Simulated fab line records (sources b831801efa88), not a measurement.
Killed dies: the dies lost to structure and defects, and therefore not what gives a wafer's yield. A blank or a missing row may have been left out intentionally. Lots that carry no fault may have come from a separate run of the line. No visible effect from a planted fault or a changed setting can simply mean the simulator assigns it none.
fab line records ; flow sky130
record: lots: 5; wafers: 15; lastDay: 49
route steps=708 shown METAL5@677 PASSIVATION@681 PAD_OPEN@694
lots with no fault: from the same line, run without faults
startH: start of the lot's first displayed wafer, in hours after the record's first day ; waitH: hours since the lot's step before ; " same as the row above ; L1.1+2: a single row standing in for several wafers ; - value missing, or start not given ; * or withheld: withheld ; < > ~ a bound
route shown NAME@n: names a module that has steps shown in the file, with the first one's number in the route ; usual: mean and standard deviation over wafers with no fault ; same: alike in all rows ; chamber/n: place in a boat ; sites: each site's reading ; _std_site: their standard deviation ; _edge_site: inner sites' mean taken away from outer sites' mean ; radiusMm: for every site, how far away it sits from the centre of the wafer ; mask NAME#n: copy n ; behind: tool/chamber where the wafer was last shaped ; hold: reason for holding the lot/hours on hold/outcome of the hold ; device: the n, p or np transistor that did not switch ; end of line: the tests these same wafers got at the end of their route ; step lacking rows: just its recipe ; killed: not the wafer's yield, but the dies lost to structure and defects at the first sort ; map: dies across one wafer; x = killed, . = not, _ = none there
set.NAME: the run value of the setting; set.NAME@STEP: its run value at that earlier step ; model.NAME: the simulator's own value behind a step, which no gauge read
certain route steps with their lots: each step a table, each wafer a row
services: the hour from which a tool's chamber was out of use, counted from the record's first day as startH (under 0 if before that day), plus the number of hours and why
== steps ==
step: SKY_METAL5_STRIP_16
recipe: chemistry: O2/N2; powerW: 1400; pressureMtorr: 1500; platenTempC: withheld; o2FlowSccm: 3000; n2FlowSccm: 300; overashFraction: 0.5
usual: drypumpMotorCurrentA: 5.9/0.44; oesProductAu: 0.711/0.0046; stripTimeToEndpointS: 13.01/0.14
lot.wafer;tool;chamber;startH;waitH;drypumpMotorCurrentA;oesProductAu;rfHoursCounterH;stripTimeToEndpointS
L074.1;plasmaAsher-04;1;1028.73;0.2;6.6;0.717;89;12.78
L074.2;plasmaAsher-04;0;1028.73;0.2;5.3;0.715;89;12.95
L074.3;plasmaAsher-04;0;1028.73;0.2;5.4;0.714;-;13.01
L075.4;plasmaAsher-03;0;1038.41;0.1;6.3;0.715;-;13.12
L075.5;plasmaAsher-03;0;1038.41;0.1;6.3;0.712;-;12.95
L075.6;plasmaAsher-03;1;1038.41;0.1;5.7;0.714;-;13.18
L080.1;plasmaAsher-03;0;1076.43;0.2;6.3;0.709;1;12.90
L080.4;plasmaAsher-03;1;1076.43;0.2;5.7;0.706;-;12.93
L080.5;plasmaAsher-03;1;1076.43;0.2;5.7;0.711;-;13.14
L085.2;plasmaAsher-04;1;1109.40;0.2;6.6;0.708;97;12.81
L085.3;plasmaAsher-04;0;1109.40;0.2;5.3;0.706;-;13.12
L085.5;plasmaAsher-04;0;1109.40;0.2;5.3;0.710;-;12.83
L092.3;plasmaAsher-02;0;1136.24;0.1;5.9;0.716;-;12.92
L092.5;plasmaAsher-02;0;1136.24;0.1;5.9;0.712;-;13.11
L092.6;plasmaAsher-02;1;1136.24;0.1;5.6;0.722;-;12.78
step: SKY_METAL5_STRIP_17
recipe: chemistry: postEtchResidueRemover; timeS: 1200; tempC: 72.5
lot.wafer;tool;chamber;startH;waitH
L074.1+2+3;wetBench-02;0;1028.83;0.1
L075.4+5+6;wetBench-03;2;1038.52;0.1
L080.1+4+5;wetBench-03;3;1076.53;0.1
L085.2+3+5;wetBench-02;0;1109.50;0.1
L092.3+5+6;wetBench-02;2;1136.32;0.0
step: SKY_METAL5_CLEAN_18
recipe: chemistry: IPA; timeS: 180; tempC: 25
lot.wafer;tool;chamber;startH;waitH
L074.1+2+3;wetBench-04;3;1029.17;0.0
L075.4+5+6;wetBench-04;1;1038.86;0.0
L080.1+4+5;wetBench-02;1;1076.90;0.0
L085.2+3+5;wetBench-04;3;1109.88;0.0
L092.3+5+6;wetBench-04;1;1136.66;0.0
step: SKY_METAL5_CLEAN_19
recipe: chemistry: O3/DIW; dry: n2Spin
lot.wafer;tool;chamber;startH;waitH
L074.1+2+3;wetBench-03;2;1029.23;0.0
L075.4+5+6;wetBench-03;1;1038.92;0.0
L080.1+4+5;wetBench-03;1;1076.96;0.0
L085.2+3+5;wetBench-02;1;1109.94;0.0
L092.3+5+6;wetBench-02;2;1136.78;0.0
step: SKY_PASSIVATION_CVD_00
recipe: material: SiO2; targetThkNm: 90; tempC: 400; timeS: withheld; rfW: 600
usual: heaterPowerW: 629/84
lot.wafer;tool;chamber;startH;waitH;heaterPowerW
L074.1;pecvd-03;2;1029.32;0.0;429
L074.2;pecvd-03;1;1029.32;0.0;588
L074.3;pecvd-03;0;1029.32;0.0;633
L075.4;pecvd-02;0;1039.02;0.0;651
L075.5;pecvd-02;2;1039.02;0.0;754
L075.6;pecvd-02;0;1039.02;0.0;665
L080.1;pecvd-02;0;1077.05;0.0;562
L080.4;pecvd-02;0;1077.05;0.0;574
L080.5;pecvd-02;0;1077.05;0.0;591
L085.2;pecvd-02;0;1110.04;0.0;625
L085.3;pecvd-02;2;1110.04;0.0;641
L085.5;pecvd-02;0;1110.04;0.0;652
L092.3;pecvd-02;2;1136.89;0.0;735
L092.5;pecvd-02;2;1136.89;0.0;747
L092.6;pecvd-02;0;1136.89;0.0;655
step: SKY_PASSIVATION_THK_MEAS_01
recipe: reads: SiO2_of_PASSIVATION_CVD_00
usual: PASSIVATION_CVD_00_THK: 89.6/1.2
lot.wafer;tool;chamber;startH;waitH;PASSIVATION_CVD_00_THK[nm]
L074.1;filmMetro-03;-;1029.34;-;88.1
L074.2;filmMetro-03;-;1029.34;-;88.5
L074.3;filmMetro-03;-;1029.34;-;88.9
L075.4;filmMetro-03;-;1039.07;-;89.3
L075.5;filmMetro-03;-;1039.07;-;88.3
L075.6;filmMetro-03;-;1039.07;-;89.2
L080.1;filmMetro-02;-;1077.11;-;87.7
L080.4;filmMetro-02;-;1077.11;-;90.2
L080.5;filmMetro-02;-;1077.11;-;90.0
L085.2;filmMetro-03;-;1110.08;-;89.7
L085.3;filmMetro-03;-;1110.08;-;89.8
L085.5;filmMetro-03;-;1110.08;-;90.8
L092.3;filmMetro-04;-;1136.93;-;88.9
L092.5;filmMetro-04;-;1136.93;-;89.4
L092.6;filmMetro-04;-;1136.93;-;88.7
step: SKY_PASSIVATION_CVD_02
recipe: material: Si3N4; targetThkNm: 540; tempC: 400; timeS: withheld; rfW: 450
usual: heaterPowerW: 686/87
lot.wafer;tool;chamber;startH;waitH;heaterPowerW
L074.1;pecvd-02;0;1029.40;0.1;655
L074.2;pecvd-02;2;1029.40;0.1;771
L074.3;pecvd-02;2;1029.40;0.1;800
L075.4;pecvd-03;0;1039.21;0.1;787
L075.5;pecvd-03;2;1039.21;0.1;569
L075.6;pecvd-03;1;1039.21;0.1;710
L080.1;pecvd-01;0;1077.17;0.1;811
L080.4;pecvd-01;0;1077.17;0.1;655
L080.5;pecvd-01;1;1077.17;0.1;516
L085.2;pecvd-01;0;1110.13;0.0;731
L085.3;pecvd-01;1;1110.13;0.0;546
L085.5;pecvd-01;2;1110.13;0.0;788
L092.3;pecvd-01;1;1136.97;0.0;627
L092.5;pecvd-01;2;1136.97;0.0;771
L092.6;pecvd-01;1;1136.97;0.0;656
step: SKY_PASSIVATION_THK_MEAS_03
recipe: reads: Si3N4_of_PASSIVATION_CVD_02
usual: PASSIVATION_CVD_02_THK: 540/7.1
lot.wafer;tool;chamber;startH;waitH;PASSIVATION_CVD_02_THK[nm]
L074.1;filmMetro-03;-;1029.74;-;529
L074.2;filmMetro-03;-;1029.74;-;524
L074.3;filmMetro-03;-;1029.74;-;533
L075.4;filmMetro-03;-;1039.41;-;544
L075.5;filmMetro-03;-;1039.41;-;548
L075.6;filmMetro-03;-;1039.41;-;549
L080.1;filmMetro-03;-;1077.40;-;534
L080.4;filmMetro-03;-;1077.40;-;543
L080.5;filmMetro-03;-;1077.40;-;550
L085.2;filmMetro-03;-;1110.37;-;538
L085.3;filmMetro-03;-;1110.37;-;535
L085.5;filmMetro-03;-;1110.37;-;538
L092.3;filmMetro-04;-;1137.21;-;540
L092.5;filmMetro-04;-;1137.21;-;540
L092.6;filmMetro-04;-;1137.21;-;549
step: SKY_PASSIVATION_DEHYDRATE_04
recipe: tempC: 200; timeS: 60
lot.wafer;tool;chamber;startH;waitH
L074.1+2+3;lithoTrack-04;0;1040.21;10.5
L075.4+5+6;lithoTrack-03;0;1049.41;10.0
L080.1+4+5;lithoTrack-01;0;1087.87;10.5
L085.2+3+5;lithoTrack-03;0;1119.26;8.9
L092.3+5+6;lithoTrack-03;0;1145.63;8.4
step: SKY_PASSIVATION_HMDS_05
recipe: primeTimeS: 60; primeTempC: 120
usual: primeTempC: 119.99/0.14
lot.wafer;tool;chamber;startH;waitH;primeTempC
L074.1;lithoTrack-04;0;1040.36;0.1;119.74
L074.2;lithoTrack-04;0;1040.36;0.1;119.68
L074.3;lithoTrack-04;0;1040.36;0.1;119.75
L075.4;lithoTrack-03;0;1049.56;0.1;120.00
L075.5;lithoTrack-03;0;1049.56;0.1;119.98
L075.6;lithoTrack-03;0;1049.56;0.1;119.84
L080.1;lithoTrack-01;0;1088.02;0.1;119.78
L080.4;lithoTrack-01;0;1088.02;0.1;119.84
L080.5;lithoTrack-01;0;1088.02;0.1;120.00
L085.2;lithoTrack-03;0;1119.41;0.1;119.95
L085.3;lithoTrack-03;0;1119.41;0.1;120.18
L085.5;lithoTrack-03;0;1119.41;0.1;119.66
L092.3;lithoTrack-03;0;1145.78;0.1;120.00
L092.5;lithoTrack-03;0;1145.78;0.1;119.96
L092.6;lithoTrack-03;0;1145.78;0.1;120.32
step: SKY_PASSIVATION_COAT_06
recipe: spinRpm: 2000; resistThkNm: 3000
usual: spinSpeedRpm: 2000.0/1.6
lot.wafer;tool;chamber;startH;waitH;spinSpeedRpm
L074.1;lithoTrack-04;0;1040.51;0.1;1999.1
L074.2;lithoTrack-04;0;1040.51;0.1;1999.6
L074.3;lithoTrack-04;0;1040.51;0.1;2001.3
L075.4;lithoTrack-03;0;1049.71;0.1;1998.9
L075.5;lithoTrack-03;0;1049.71;0.1;1998.8
L075.6;lithoTrack-03;0;1049.71;0.1;1998.3
L080.1;lithoTrack-01;0;1088.17;0.1;2000.3
L080.4;lithoTrack-01;0;1088.17;0.1;1998.3
L080.5;lithoTrack-01;0;1088.17;0.1;1998.2
L085.2;lithoTrack-03;0;1119.56;0.1;1998.1
L085.3;lithoTrack-03;0;1119.56;0.1;2000.9
L085.5;lithoTrack-03;0;1119.56;0.1;2002.0
L092.3;lithoTrack-03;0;1145.93;0.1;1999.9
L092.5;lithoTrack-03;0;1145.93;0.1;1999.8
L092.6;lithoTrack-03;0;1145.93;0.1;2000.3
step: SKY_PASSIVATION_SOFTBAKE_07
recipe: tempC: 110; timeS: withheld
lot.wafer;tool;chamber;startH;waitH
L074.1+2+3;lithoTrack-04;0;1040.66;0.1
L075.4+5+6;lithoTrack-03;0;1049.88;0.1
L080.1+4+5;lithoTrack-01;0;1088.32;0.1
L085.2+3+5;lithoTrack-03;0;1119.72;0.1
L092.3+5+6;lithoTrack-03;0;1146.10;0.1
step: SKY_PASSIVATION_EXPOSE_08
recipe: maskId: NSM; targetCdNm: 3000; na: 0.57; doseMj: 260
lot.wafer;tool;chamber;startH;waitH;mask
L074.1+2+3;ilineStepper-01;0;-;-;NSM#0
L075.4+5+6;ilineStepper-02;0;-;-;NSM#0
L080.1+4+5;ilineStepper-02;0;-;-;NSM#0
L085.2+3+5;ilineStepper-01;0;-;-;NSM#0
L092.3+5+6;ilineStepper-02;0;-;-;NSM#0
step: SKY_PASSIVATION_PEB_09
recipe: tempC: 115; timeS: withheld
lot.wafer;tool;chamber;startH;waitH
L074.1+2+3;lithoTrack-03;0;-;-
L075.4+5+6;lithoTrack-03;0;-;-
L080.1+4+5;lithoTrack-04;0;-;-
L085.2+3+5;lithoTrack-04;0;-;-
L092.3+5+6;lithoTrack-01;0;-;-
step: SKY_PASSIVATION_DEVELOP_10
recipe: developTimeS: 60; devTempC: 23
usual: developerTempC: 22.99/0.092
lot.wafer;tool;chamber;startH;waitH;developerTempC
L074.1;lithoTrack-03;0;-;-;22.96
L074.2;lithoTrack-03;0;-;-;23.12
L074.3;lithoTrack-03;0;-;-;22.96
L075.4;lithoTrack-03;0;-;-;23.10
L075.5;lithoTrack-03;0;-;-;22.95
L075.6;lithoTrack-03;0;-;-;22.91
L080.1;lithoTrack-04;0;-;-;23.06
L080.4;lithoTrack-04;0;-;-;22.99
L080.5;lithoTrack-04;0;-;-;23.05
L085.2;lithoTrack-04;0;-;-;22.83
L085.3;lithoTrack-04;0;-;-;22.83
L085.5;lithoTrack-04;0;-;-;22.85
L092.3;lithoTrack-01;0;-;-;23.09
L092.5;lithoTrack-01;0;-;-;23.18
L092.6;lithoTrack-01;0;-;-;23.11
step: SKY_PASSIVATION_ETCH_11
recipe: chemistry: CF4/O2; targetDepthNm: 725; stopOn: AlCu; sourceW: 800; biasW: 150; pressureMtorr: 150; cf4FlowSccm: 80; O2_flow_sccm: 10; timeS: 161.1
usual: drypumpMotorCurrentA: 5.7/0.49; oesProductAu: 0.977/0.007; throttleValvePct: 5.964/0.0091
lot.wafer;tool;chamber;startH;waitH;drypumpMotorCurrentA;oesProductAu;rfHoursCounterH;throttleValvePct
L074.1;rieDiel-02;2;1051.33;-;5.6;0.971;18;5.966
L074.2;rieDiel-02;3;1051.33;-;5.0;0.969;15;5.959
L074.3;rieDiel-02;0;1051.33;-;5.7;0.971;18;5.964
L075.4;rieDiel-03;3;1060.98;-;6.5;0.978;2;5.973
L075.5;rieDiel-03;3;1060.98;-;6.5;0.980;-;5.968
L075.6;rieDiel-03;0;1060.98;-;5.8;0.985;-;5.972
L080.1;rieDiel-03;1;1097.36;-;6.1;0.964;17;5.959
L080.4;rieDiel-03;0;1097.36;-;5.8;0.969;20;5.979
L080.5;rieDiel-03;1;1097.36;-;6.2;0.983;-;5.968
L085.2;rieDiel-03;2;1129.91;-;5.4;0.979;8;5.975
L085.3;rieDiel-03;0;1129.91;-;5.7;0.974;21;5.959
L085.5;rieDiel-03;0;1129.91;-;5.7;0.979;-;5.966
L092.3;rieDiel-02;0;1155.32;-;5.7;0.980;22;5.957
L092.5;rieDiel-02;1;1155.32;-;5.2;0.970;-;5.964
L092.6;rieDiel-02;2;1155.32;-;5.5;0.987;-;5.966
step: SKY_PASSIVATION_STRIP_12
recipe: chemistry: O2/N2; powerW: 1400; pressureMtorr: 1500; platenTempC: withheld; overashFraction: 0.7; o2FlowSccm: 3000; n2FlowSccm: 300
usual: drypumpMotorCurrentA: 5.8/0.34; oesProductAu: 0.661/0.0046; stripTimeToEndpointS: 31.53/0.16
lot.wafer;tool;chamber;startH;waitH;drypumpMotorCurrentA;oesProductAu;rfHoursCounterH;stripTimeToEndpointS
L074.1;plasmaAsher-02;0;1051.44;0.1;5.9;0.657;29;31.45
L074.2;plasmaAsher-02;1;1051.44;0.1;5.6;0.670;29;31.53
L074.3;plasmaAsher-02;0;1051.44;0.1;5.9;0.656;-;31.47
L075.4;plasmaAsher-02;0;1061.12;0.1;5.9;0.660;-;31.77
L075.5;plasmaAsher-02;0;1061.12;0.1;5.9;0.659;-;31.63
L075.6;plasmaAsher-02;1;1061.12;0.1;5.6;0.668;-;31.59
L080.1;plasmaAsher-02;0;1097.46;0.1;5.9;0.656;34;31.60
L080.4;plasmaAsher-02;0;1097.46;0.1;5.9;0.661;-;31.66
L080.5;plasmaAsher-02;0;1097.46;0.1;5.9;0.656;-;31.54
L085.2;plasmaAsher-01;1;1130.01;0.1;6.3;0.667;67;31.53
L085.3;plasmaAsher-01;0;1130.01;0.1;5.3;0.660;-;31.66
L085.5;plasmaAsher-01;1;1130.01;0.1;6.3;0.657;-;31.70
L092.3;plasmaAsher-02;1;1155.46;0.1;5.6;0.666;-;31.37
L092.5;plasmaAsher-02;1;1155.46;0.1;5.6;0.654;-;31.55
L092.6;plasmaAsher-02;0;1155.46;0.1;5.9;0.661;-;31.27
step: SKY_PAD_OPEN_DEHYDRATE_00
recipe: tempC: 200; timeS: 60
lot.wafer;tool;chamber;startH;waitH
L074.1+2+3;lithoTrack-01;0;1062.12;10.6
L075.4+5+6;lithoTrack-03;0;1070.86;9.7
L080.1+4+5;lithoTrack-02;0;1107.61;10.1
L085.2+3+5;lithoTrack-01;0;1138.39;8.3
L092.3+5+6;lithoTrack-03;0;1162.78;7.3
step: SKY_PAD_OPEN_HMDS_01
recipe: primeTimeS: 60; primeTempC: 120
usual: primeTempC: 120.00/0.14
lot.wafer;tool;chamber;startH;waitH;primeTempC
L074.1;lithoTrack-01;0;1062.27;0.1;119.94
L074.2;lithoTrack-01;0;1062.27;0.1;120.18
L074.3;lithoTrack-01;0;1062.27;0.1;119.96
L075.4;lithoTrack-03;0;1071.01;0.1;119.87
L075.5;lithoTrack-03;0;1071.01;0.1;119.83
L075.6;lithoTrack-03;0;1071.01;0.1;119.77
L080.1;lithoTrack-02;0;1107.76;0.1;120.07
L080.4;lithoTrack-02;0;1107.76;0.1;120.13
L080.5;lithoTrack-02;0;1107.76;0.1;120.16
L085.2;lithoTrack-01;0;1138.54;0.1;119.78
L085.3;lithoTrack-01;0;1138.54;0.1;119.87
L085.5;lithoTrack-01;0;1138.54;0.1;119.88
L092.3;lithoTrack-03;0;1162.93;0.1;119.76
L092.5;lithoTrack-03;0;1162.93;0.1;120.07
L092.6;lithoTrack-03;0;1162.93;0.1;119.82
step: SKY_PAD_OPEN_COAT_02
recipe: spinRpm: 2000; resistThkNm: 3000
usual: spinSpeedRpm: 2000.0/1.4
lot.wafer;tool;chamber;startH;waitH;spinSpeedRpm
L074.1;lithoTrack-01;0;1062.42;0.1;1998.3
L074.2;lithoTrack-01;0;1062.42;0.1;2000.9
L074.3;lithoTrack-01;0;1062.42;0.1;2001.2
L075.4;lithoTrack-03;0;1071.16;0.1;2004.0
L075.5;lithoTrack-03;0;1071.16;0.1;2000.8
L075.6;lithoTrack-03;0;1071.16;0.1;2000.1
L080.1;lithoTrack-02;0;1107.91;0.1;2000.3
L080.4;lithoTrack-02;0;1107.91;0.1;2001.0
L080.5;lithoTrack-02;0;1107.91;0.1;1998.8
L085.2;lithoTrack-01;0;1138.69;0.1;1998.5
L085.3;lithoTrack-01;0;1138.69;0.1;2000.6
L085.5;lithoTrack-01;0;1138.69;0.1;2001.1
L092.3;lithoTrack-03;0;1163.08;0.1;2002.0
L092.5;lithoTrack-03;0;1163.08;0.1;2000.1
L092.6;lithoTrack-03;0;1163.08;0.1;1998.0
step: SKY_PAD_OPEN_SOFTBAKE_03
recipe: tempC: 110; timeS: withheld
lot.wafer;tool;chamber;startH;waitH
L074.1+2+3;lithoTrack-01;0;1062.57;0.1
L075.4+5+6;lithoTrack-03;0;1071.33;0.1
L080.1+4+5;lithoTrack-02;0;1108.06;0.1
L085.2+3+5;lithoTrack-01;0;1138.85;0.1
L092.3+5+6;lithoTrack-03;0;1163.25;0.1
step: SKY_PAD_OPEN_EXPOSE_04
recipe: maskId: PDM; targetCdNm: 60000; na: 0.57; doseMj: 260
lot.wafer;tool;chamber;startH;waitH;mask
L074.1+2+3;ilineStepper-01;0;-;-;PDM#0
L075.4+5+6;ilineStepper-01;0;-;-;PDM#0
L080.1+4+5;ilineStepper-02;0;-;-;PDM#0
L085.2+3+5;ilineStepper-01;0;-;-;PDM#0
L092.3+5+6;ilineStepper-02;0;-;-;PDM#0
step: SKY_PAD_OPEN_PEB_05
recipe: tempC: 115; timeS: withheld
lot.wafer;tool;chamber;startH;waitH
L074.1+2+3;lithoTrack-01;0;-;-
L075.4+5+6;lithoTrack-03;0;-;-
L080.1+4+5;lithoTrack-01;0;-;-
L085.2+3+5;lithoTrack-02;0;-;-
L092.3+5+6;lithoTrack-01;0;-;-
step: SKY_PAD_OPEN_DEVELOP_06
recipe: developTimeS: 60; devTempC: 23
usual: developerTempC: 23.00/0.097
lot.wafer;tool;chamber;startH;waitH;developerTempC
L074.1;lithoTrack-01;0;-;-;23.08
L074.2;lithoTrack-01;0;-;-;23.05
L074.3;lithoTrack-01;0;-;-;23.05
L075.4;lithoTrack-03;0;-;-;23.01
L075.5;lithoTrack-03;0;-;-;23.11
L075.6;lithoTrack-03;0;-;-;23.05
L080.1;lithoTrack-01;0;-;-;22.99
L080.4;lithoTrack-01;0;-;-;22.95
L080.5;lithoTrack-01;0;-;-;23.03
L085.2;lithoTrack-02;0;-;-;22.89
L085.3;lithoTrack-02;0;-;-;22.91
L085.5;lithoTrack-02;0;-;-;22.89
L092.3;lithoTrack-01;0;-;-;23.15
L092.5;lithoTrack-01;0;-;-;23.25
L092.6;lithoTrack-01;0;-;-;23.09
step: SKY_PAD_OPEN_ETCH_07
recipe: chemistry: CF4/O2; targetDepthNm: 725; stopOn: AlCu; sourceW: 800; biasW: 150; pressureMtorr: 150; cf4FlowSccm: 80; O2_flow_sccm: 10; timeS: 161.1
usual: drypumpMotorCurrentA: 5.5/0.58; oesProductAu: 0.978/0.0073; throttleValvePct: 5.965/0.01
lot.wafer;tool;chamber;startH;waitH;drypumpMotorCurrentA;oesProductAu;rfHoursCounterH;throttleValvePct
L074.1;rieDiel-04;2;1072.62;-;4.9;0.964;15;5.950
L074.2;rieDiel-04;3;1072.62;-;5.6;0.971;22;5.959
L074.3;rieDiel-04;1;1072.62;-;5.7;0.971;20;5.967
L075.4;rieDiel-02;3;1081.73;-;5.0;0.981;16;5.968
L075.5;rieDiel-02;2;1081.73;-;5.6;0.984;-;5.960
L075.6;rieDiel-02;1;1081.73;-;5.3;0.984;-;5.961
L080.1;rieDiel-01;2;1117.92;-;6.4;0.967;30;5.971
L080.4;rieDiel-01;3;1117.92;-;5.2;0.982;16;5.957
L080.5;rieDiel-01;3;1117.92;-;5.2;0.989;-;5.949
L085.2;rieDiel-01;2;1148.16;-;6.4;0.974;31;5.956
L085.3;rieDiel-01;0;1148.16;-;6.4;0.971;30;5.978
L085.5;rieDiel-01;3;1148.16;-;5.2;0.972;-;5.987
L092.3;rieDiel-04;1;1171.97;-;5.8;0.973;23;5.947
L092.5;rieDiel-04;3;1171.97;-;5.6;0.972;-;5.961
L092.6;rieDiel-04;2;1171.97;-;4.9;0.989;-;5.974
step: SKY_PAD_OPEN_STRIP_08
recipe: chemistry: O2/N2; powerW: 1400; pressureMtorr: 1500; platenTempC: withheld; overashFraction: 0.7; o2FlowSccm: 3000; n2FlowSccm: 300
usual: drypumpMotorCurrentA: 5.9/0.52; oesProductAu: 0.662/0.005; stripTimeToEndpointS: 37.07/0.11
lot.wafer;tool;chamber;startH;waitH;drypumpMotorCurrentA;oesProductAu;rfHoursCounterH;stripTimeToEndpointS
L074.1;plasmaAsher-01;1;1072.72;0.1;6.3;0.666;61;37.03
L074.2;plasmaAsher-01;0;1072.72;0.1;5.3;0.658;61;37.09
L074.3;plasmaAsher-01;0;1072.72;0.1;5.3;0.664;-;37.02
L075.4;plasmaAsher-01;1;1081.87;0.1;6.3;0.659;-;37.24
L075.5;plasmaAsher-01;1;1081.87;0.1;6.3;0.660;-;37.24
L075.6;plasmaAsher-01;0;1081.87;0.1;5.3;0.670;-;37.14
L080.1;plasmaAsher-01;0;1118.02;0.1;5.3;0.652;66;37.23
L080.4;plasmaAsher-01;0;1118.02;0.1;5.3;0.657;-;37.26
L080.5;plasmaAsher-01;1;1118.02;0.1;6.3;0.656;-;37.26
L085.2;plasmaAsher-01;1;1148.26;0.1;6.2;0.661;69;36.94
L085.3;plasmaAsher-01;0;1148.26;0.1;5.3;0.655;-;36.91
L085.5;plasmaAsher-01;1;1148.26;0.1;6.2;0.655;-;37.09
L092.3;plasmaAsher-04;0;1172.11;0.1;5.3;0.659;-;37.06
L092.5;plasmaAsher-04;0;1172.11;0.1;5.3;0.659;-;37.27
L092.6;plasmaAsher-04;1;1172.11;0.1;6.7;0.662;-;37.24
step: SKY_PAD_OPEN_STRIP_09
recipe: chemistry: postEtchResidueRemover; timeS: 1200; tempC: 72.5
lot.wafer;tool;chamber;startH;waitH
L074.1+2+3;wetBench-02;0;1072.82;0.1
L075.4+5+6;wetBench-01;3;1081.94;0.0
L080.1+4+5;wetBench-04;1;1118.12;0.1
L085.2+3+5;wetBench-01;1;1148.36;0.1
L092.3+5+6;wetBench-01;1;1172.17;0.0
step: SKY_PAD_OPEN_CLEAN_10
recipe: chemistry: IPA; timeS: 180; tempC: 25
lot.wafer;tool;chamber;startH;waitH
L074.1+2+3;wetBench-01;1;1073.16;0.0
L075.4+5+6;wetBench-01;3;1082.28;0.0
L080.1+4+5;wetBench-01;0;1118.49;0.0
L085.2+3+5;wetBench-02;0;1148.71;0.0
L092.3+5+6;wetBench-01;1;1172.51;0.0
step: SKY_PAD_OPEN_CLEAN_11
recipe: chemistry: O3/DIW; dry: n2Spin
lot.wafer;tool;chamber;startH;waitH
L074.1+2+3;wetBench-04;3;1073.23;0.0
L075.4+5+6;wetBench-01;0;1082.34;0.0
L080.1+4+5;wetBench-02;2;1118.55;0.0
L085.2+3+5;wetBench-01;1;1148.76;0.0
L092.3+5+6;wetBench-04;1;1172.57;0.0
step: SKY_PAD_OPEN_ANNEAL_12
recipe: tempC: 400; timeS: withheld; ambient: N2/H2; idleTempC: 300; rampUpCPerMin: 8; rampDownCPerMin: 4
usual: spikeTcCentreC: 401.4/1.5; tube_center_temp_C_max: 401.03/0.17; zonePowerCentrePct: 5.54/0.3; zonePowerTopPct: 10.38/0.12
lot.wafer;tool;chamber;startH;waitH;spikeTcCentreC;tube_center_temp_C_max;zonePowerCentrePct;zonePowerTopPct
L074.1;furnace-01;0;1073.32;0.0;399.1;401.11;5.19;10.32
L074.2;furnace-01;0;1073.32;0.0;398.3;400.90;5.29;10.29
L074.3;furnace-01;0;1073.32;0.0;400.1;400.69;5.25;10.29
L075.4;furnace-01;0;1082.43;0.0;400.8;400.85;5.17;10.27
L075.5;furnace-01;0;1082.43;0.0;400.9;401.06;5.14;10.26
L075.6;furnace-01;0;1082.43;0.0;399.7;400.90;5.25;10.34
L080.1;furnace-01;0;1118.64;0.0;401.5;400.98;5.21;10.19
L080.4;furnace-01;0;1118.64;0.0;400.9;400.90;5.21;10.26
L080.5;furnace-01;0;1118.64;0.0;401.5;401.26;5.29;10.47
L085.2;furnace-01;0;1148.86;0.0;399.8;401.03;5.16;10.08
L085.3;furnace-01;0;1148.86;0.0;400.6;400.84;5.19;10.44
L085.5;furnace-01;0;1148.86;0.0;397.8;401.28;5.19;10.27
L092.3;furnace-02;0;1172.67;0.0;401.1;400.81;5.79;10.34
L092.5;furnace-02;0;1172.67;0.0;402.7;400.98;5.69;10.45
L092.6;furnace-02;0;1172.67;0.0;401.6;401.12;5.73;10.36
step: SKY_PAD_OPEN_BOW_MEAS_13
recipe: mode: bow
usual: PAD_OPEN_BOW: 47/8.1
lot.wafer;tool;chamber;startH;waitH;PAD_OPEN_BOW[um]
L074.1;filmMetro-03;-;1074.82;-;35
L074.2;filmMetro-03;-;1074.82;-;51
L074.3;filmMetro-03;-;1074.82;-;39
L075.4;filmMetro-03;-;1083.99;-;44
L075.5;filmMetro-03;-;1083.99;-;51
L075.6;filmMetro-03;-;1083.99;-;38
L080.1;filmMetro-02;-;1120.14;-;43
L080.4;filmMetro-02;-;1120.14;-;46
L080.5;filmMetro-02;-;1120.14;-;44
L085.2;filmMetro-03;-;1150.38;-;40
L085.3;filmMetro-03;-;1150.38;-;40
L085.5;filmMetro-03;-;1150.38;-;44
L092.3;filmMetro-03;-;1174.21;-;43
L092.5;filmMetro-03;-;1174.21;-;48
L092.6;filmMetro-03;-;1174.21;-;36
== services ==
tool;chamber;startH;hours;kind
rieDiel-03;-;1007.99;0.1;repair
rieDiel-03;1;1009.87;3.2;repair
rieDiel-03;3;1011.49;8.2;repair
pecvd-02;1;1018.59;74.1;repair
plasmaAsher-02;-;1019.84;2.8;pm
ilineStepper-02;-;1040.27;6.5;repair
rieDiel-02;-;1063.87;14.6;pm
ilineStepper-01;-;1084.47;28.9;pm
pecvd-02;2;1087.23;3.2;repair
rieDiel-03;2;1088.30;2.2;repair
furnace-01;-;1092.92;4.3;pm
pecvd-02;-;1093.59;2.2;repair
plasmaAsher-04;-;1096.18;3.6;repair
rieDiel-02;1;1104.03;8.9;repair
pecvd-02;1;1104.66;13.2;repair
ilineStepper-01;-;1113.36;1.7;pm
furnace-01;-;1114.22;1.3;repair
rieDiel-02;1;1121.04;1.9;repair
rieDiel-02;-;1124.71;2.8;pm
pecvd-01;1;1140.41;11.6;repair
wetBench-01;-;1144.42;1.9;pm
ilineStepper-02;-;1147.84;1.7;pm
furnace-01;-;1158.10;3.7;pm
furnace-01;-;1165.31;18.3;pm
== key ==
fault none
